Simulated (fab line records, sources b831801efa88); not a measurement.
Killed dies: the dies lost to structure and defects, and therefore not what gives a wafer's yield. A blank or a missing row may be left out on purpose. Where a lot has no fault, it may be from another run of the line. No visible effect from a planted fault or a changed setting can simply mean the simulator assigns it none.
Which tool is to blame?    flow sky130    Sampling: 6 lots, 18 wafers, 2 of 708 route steps

## WHAT THE GAUGES READ, wafer by wafer
SKY_VIA2_THK_MEAS_01.
lot   measured      on             VIA2_HDPCVD_THK (nm)
L441  day 36 01:07  film metro-01  1183 1187 1188
L443  day 36 23:01  film metro-02  1181 1189 1187
L447  day 37 22:07  film metro-02  1179 1175 1184
L449  day 38 16:43  film metro-01  1168 1189 1172
L455  day 40 17:44  film metro-01  2378 2384 2371
L461  day 41 17:15  film metro-01  1181 1184 1168

## EACH LOT AND THE TOOL THAT RAN IT (in order: tool; ch and the chambers of the sampled wafers; start)
lot   SKY_VIA2_HDPCVD_00
L441  hdpcvd-02 ch 0,1, day 36 01:00
L443  hdpcvd-01 ch 0,1,2, day 36 22:53
L447  hdpcvd-02 ch 0,1,2, day 37 21:58
L449  hdpcvd-01 ch 0,1,2, day 38 16:35
L455  hdpcvd-02 ch 0,1, day 40 17:19
L461  hdpcvd-01 ch 0,2, day 41 17:07
- SKY_VIA2_HDPCVD_00: deposits SiO2, target thk 1180 nm, time 196.7 s.

## THE ANSWER, worked out from the rows above alone
Rule: the lots themselves supply what counts as usual. Put in order of their means at a reading, lots are off if they are a third of the lots or fewer, leave a main group of 4 or more, and stand apart from it by a gap of 3 or more times the standard deviation of the main group's means; of several such gaps the widest counts. Not used: any main group whose means are identical at the precision the tables above print for the reading. Also off: a lot with no number at a reading for which 4 or more lots have one. All remaining lots with rows at the step are treated as sound.
Off: at SKY_VIA2_THK_MEAS_01 (VIA2_HDPCVD_THK), L455. Main group: mean 1181 nm, sd 4.1.
A tool fits if, at a process step before that reading, it ran every lot that is off, and no sound lot after the first of them. Gauges at SKY_VIA2_THK_MEAS_01: tried the same way as those tools. One candidate fits, namely hdpcvd-02 at SKY_VIA2_HDPCVD_00. Its last sound lot is L447 (day 37 21:58), its first lot that is off L455 (day 40 17:19): a fault that began between those two fits.

## WHAT THE SIMULATOR PUT IN
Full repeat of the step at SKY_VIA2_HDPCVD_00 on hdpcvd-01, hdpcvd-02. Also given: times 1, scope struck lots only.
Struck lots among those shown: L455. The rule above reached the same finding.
